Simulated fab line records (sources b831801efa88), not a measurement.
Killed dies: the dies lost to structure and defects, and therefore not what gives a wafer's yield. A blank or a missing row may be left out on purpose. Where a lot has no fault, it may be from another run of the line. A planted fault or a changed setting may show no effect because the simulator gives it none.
The tool behind it: which one? / flow sky130 / 13 lots with 39 wafers sampled at 3 steps, on a route of 708 steps

== WHAT THE GAUGES SHOWED, per wafer ==
SKY_LI_CONTACT_THK_MEAS_23: measures by xrf. Usual: LI_CONTACT_W_THK typically reads 410 nm, with standard deviation 6.2.
lot=L280; measured=day 29 03:46; on=film-metro-04; LI_CONTACT_W_THK (nm)=409 412 411; flag=
lot=L282; measured=day 29 23:31; on=film-metro-04; LI_CONTACT_W_THK (nm)=399 413 404; flag=
lot=L285; measured=day 31 01:19; on=film-metro-02; LI_CONTACT_W_THK (nm)=412 422 407; flag=
lot=L286; measured=day 31 11:29; on=film-metro-04; LI_CONTACT_W_THK (nm)=407 408 412; flag=
lot=L287; measured=day 31 18:49; on=film-metro-02; LI_CONTACT_W_THK (nm)=408 405 404; flag=
lot=L289; measured=day 32 04:33; on=film-metro-04; LI_CONTACT_W_THK (nm)=411 408 412; flag=
lot=L291; measured=day 33 04:24; on=film-metro-01; LI_CONTACT_W_THK (nm)=408 406 410; flag=
lot=L292; measured=day 33 06:33; on=film-metro-04; LI_CONTACT_W_THK (nm)=414 412 410; flag=
lot=L296; measured=day 34 17:50; on=film-metro-01; LI_CONTACT_W_THK (nm)=407 409 410; flag=
lot=L297; measured=day 34 21:05; on=film-metro-04; LI_CONTACT_W_THK (nm)=415 415 414; flag=
lot=L298; measured=day 34 22:12; on=film-metro-02; LI_CONTACT_W_THK (nm)=412 412 417; flag=
lot=L301; measured=day 36 05:12; on=film-metro-01; LI_CONTACT_W_THK (nm)=413 420 416; flag=
lot=L302; measured=day 36 09:11; on=film-metro-01; LI_CONTACT_W_THK (nm)=417 410 410; flag=

SKY_LOCAL_INTERCONNECT_RS_MEAS_01: measurement is done with a four-point probe. Usual: LOCAL_INTERCONNECT_TIN_RS typically reads 14.06 ohm/sq, with standard deviation 0.19.
lot=L280; measured=day 29 04:11; on=film-metro-03; LOCAL_INTERCONNECT_TIN_RS (ohm/sq)=14.07 13.83 14.02; flag=
lot=L282; measured=day 29 23:57; on=film-metro-04; LOCAL_INTERCONNECT_TIN_RS (ohm/sq)=14.13 14.13 14.44; flag=
lot=L285; measured=day 31 01:44; on=film-metro-04; LOCAL_INTERCONNECT_TIN_RS (ohm/sq)=14.12 14.06 14.14; flag=
lot=L286; measured=day 31 11:55; on=film-metro-03; LOCAL_INTERCONNECT_TIN_RS (ohm/sq)=13.73 13.63 13.65; flag=
lot=L287; measured=day 31 19:16; on=film-metro-02; LOCAL_INTERCONNECT_TIN_RS (ohm/sq)=14.06 14.14 14.18; flag=
lot=L289; measured=day 32 04:59; on=film-metro-03; LOCAL_INTERCONNECT_TIN_RS (ohm/sq)=14.05 13.97 14.14; flag=
lot=L291; measured=day 33 04:54; on=film-metro-03; LOCAL_INTERCONNECT_TIN_RS (ohm/sq)=13.93 14.17 14.12; flag=
lot=L292; measured=day 33 06:58; on=film-metro-03; LOCAL_INTERCONNECT_TIN_RS (ohm/sq)=14.15 14.27 13.99; flag=
lot=L296; measured=day 34 18:17; on=film-metro-02; LOCAL_INTERCONNECT_TIN_RS (ohm/sq)=13.96 14.15 13.97; flag=
lot=L297; measured=day 34 21:31; on=film-metro-04; LOCAL_INTERCONNECT_TIN_RS (ohm/sq)=14.28 14.24 14.17; flag=
lot=L298; measured=day 34 22:37; on=film-metro-03; LOCAL_INTERCONNECT_TIN_RS (ohm/sq)=14.01 13.95 14.09; flag=
lot=L301; measured=day 36 05:38; on=film-metro-03; LOCAL_INTERCONNECT_TIN_RS (ohm/sq)=14.05 13.83 13.91; flag=
lot=L302; measured=day 36 09:37; on=film-metro-04; LOCAL_INTERCONNECT_TIN_RS (ohm/sq)=14.45 14.28 14.04; flag=

== EACH LOT AND THE TOOL THAT RAN IT (in order: tool; ch and the chambers of the sampled wafers; start) ==
lot=L280; SKY_LI_CONTACT_CMP_02=cmp-02 ch 1,2, day 27 21:30
lot=L282; SKY_LI_CONTACT_CMP_02=cmp-02 ch 1,2,3, day 28 17:31
lot=L285; SKY_LI_CONTACT_CMP_02=cmp-02 ch 2,3, day 29 20:17
lot=L286; SKY_LI_CONTACT_CMP_02=cmp-02 ch 0,1,3, day 30 06:25
lot=L287; SKY_LI_CONTACT_CMP_02=cmp-02 ch 0,1, day 30 14:03
lot=L289; SKY_LI_CONTACT_CMP_02=cmp-01 ch 0,2, day 30 23:10
lot=L291; SKY_LI_CONTACT_CMP_02=cmp-01 ch 0,1,3, day 31 23:40
lot=L292; SKY_LI_CONTACT_CMP_02=cmp-02 ch 1,3, day 32 01:30
lot=L296; SKY_LI_CONTACT_CMP_02=cmp-01 ch 0,2,3, day 33 14:41
lot=L297; SKY_LI_CONTACT_CMP_02=cmp-01 ch 1,2,3, day 33 17:22
lot=L298; SKY_LI_CONTACT_CMP_02=cmp-02 ch 1,2, day 33 18:19
lot=L301; SKY_LI_CONTACT_CMP_02=cmp-01 ch 0,2,3, day 35 01:37
lot=L302; SKY_LI_CONTACT_CMP_02=cmp-01 ch 0,1,2, day 35 06:07
- SKY_LI_CONTACT_CMP_02: polishes PSG.

== WHAT THE TOOLS THEMSELVES READ (means of the sampled wafers that have a number; where no wafer has one, the mark that the record gives instead) ==
SKY_LI_CONTACT_CMP_02. Usual: motor-current-A 12.0 A, standard deviation 0.84; time-to-endpoint-s 33 s, standard deviation 3.
lot=L280; tool=cmp-02; motor-current-A (A)=12.5; time-to-endpoint-s (s)=35; flag=
lot=L282; tool=cmp-02; motor-current-A (A)=11.4; time-to-endpoint-s (s)=32; flag=
lot=L285; tool=cmp-02; motor-current-A (A)=11.1; time-to-endpoint-s (s)=35; flag=
lot=L286; tool=cmp-02; motor-current-A (A)=11.4; time-to-endpoint-s (s)=32; flag=
lot=L287; tool=cmp-02; motor-current-A (A)=12.2; time-to-endpoint-s (s)=30; flag=
lot=L289; tool=cmp-01; motor-current-A (A)=13.2; time-to-endpoint-s (s)=36; flag=
lot=L291; tool=cmp-01; motor-current-A (A)=12.3; time-to-endpoint-s (s)=30; flag=
lot=L292; tool=cmp-02; motor-current-A (A)=10.8; time-to-endpoint-s (s)=33; flag=
lot=L296; tool=cmp-01; motor-current-A (A)=12.8; time-to-endpoint-s (s)=29; flag=
lot=L297; tool=cmp-01; motor-current-A (A)=12.4; time-to-endpoint-s (s)=30; flag=
lot=L298; tool=cmp-02; motor-current-A (A)=11.9; time-to-endpoint-s (s)=34; flag=
lot=L301; tool=cmp-01; motor-current-A (A)=12.4; time-to-endpoint-s (s)=31; flag=
lot=L302; tool=cmp-01; motor-current-A (A)=12.1; time-to-endpoint-s (s)=33; flag=

== THE ANSWER, worked out from the rows above alone ==
Rule: take the mean of a lot's wafers that have a number; if it is more than 3 standard deviations from the usual mean, the lot is off. A lot without any number at a reading at which 4 lots or more have one is off too. The other lots that the step has rows for count as sound. After the gauges, taken in route order, come the tools' own readings; for these a lot's mean is taken, as printed above. At the first step where some lot is off, the reading lying furthest off is the one used; lots without a number count as furthest.
Across all readings shown, no lot is off: no conclusion can be drawn from this.

== WHAT HAD BEEN PUT IN BY THE SIMULATOR ==
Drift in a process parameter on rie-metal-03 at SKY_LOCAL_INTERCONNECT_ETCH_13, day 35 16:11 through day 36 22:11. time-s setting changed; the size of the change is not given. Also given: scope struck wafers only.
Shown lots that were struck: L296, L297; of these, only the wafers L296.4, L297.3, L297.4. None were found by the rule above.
